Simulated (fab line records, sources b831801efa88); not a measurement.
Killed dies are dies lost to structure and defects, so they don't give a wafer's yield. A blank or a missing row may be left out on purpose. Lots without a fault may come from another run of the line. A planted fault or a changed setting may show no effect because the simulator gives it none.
Chamber matching | flow sky130 | SKY_METAL4_ETCH_17 on rie_diel-01: 4 sister chambers
The step etches SiO2 in C4F8/O2/Ar, stops on TiN, time 3.9 s, target depth 15 nm. 16 wafers are shown with their chamber, then 8 later ones without.

WAFERS WITH THEIR CHAMBER
wafer  | chamber | oes_product_au (a.u.)
L082.1 | 2       | 0.766
L082.2 | 1       | 0.754
L082.3 | 3       | 0.756
L082.4 | 0       | 0.767
L082.5 | 1       | 0.773
L082.6 | 0       | 0.758
L084.1 | 0       | 0.747
L084.2 | 2       | 0.750
L084.3 | 3       | 0.758
L084.4 | 1       | 0.766
L084.5 | 1       | 0.752
L084.6 | 2       | 0.742
L090.1 | 0       | 0.747
L090.2 | 1       | 0.753
L090.3 | 3       | 0.745
L090.4 | 2       | 0.754

SIGNATURES (means of the wafers above)
reading        | chamber 0 | chamber 1 | chamber 2 | chamber 3 | scatter within a chamber
oes_product_au | 0.75475   | 0.75960   | 0.75300   | 0.75300   | 0.00927
Rule: a wafer's distance from a chamber is the root of the sum, over the readings, of the square of ((its reading less the chamber's mean) divided by the reading's scatter). The wafer belongs to the nearest chamber; if the next one is less than 2 further off, it can't be placed. The scatter: the root of (the sum of the squares of (reading less its chamber's mean) over the shown wafers, divided by (wafers less chambers)).

WAFERS WITHOUT THEIR CHAMBER
wafer  | oes_product_au (a.u.)
L090.5 | 0.755
L090.6 | 0.749
L091.1 | 0.744
L091.2 | 0.740
L091.3 | 0.746
L091.4 | 0.749
L091.5 | 0.750
L091.6 | 0.747

WHICH CHAMBER EACH WENT THROUGH
wafer  | from the rows above               | in truth
L090.5 | can't be placed: 0 or 2 or 3 or 1 | 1
L090.6 | can't be placed: 2 or 3 or 0 or 1 | 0
L091.1 | can't be placed: 2 or 3 or 0 or 1 | 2
L091.2 | can't be placed: 2 or 3 or 0 or 1 | 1
L091.3 | can't be placed: 2 or 3 or 0 or 1 | 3
L091.4 | can't be placed: 2 or 3 or 0 or 1 | 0
L091.5 | can't be placed: 2 or 3 or 0 or 1 | 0
L091.6 | can't be placed: 2 or 3 or 0 or 1 | 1
Placed correctly: 0 of 8. Can't be placed from these rows: 8 (the true chamber is among the candidates in 8). Placed wrongly: 0.
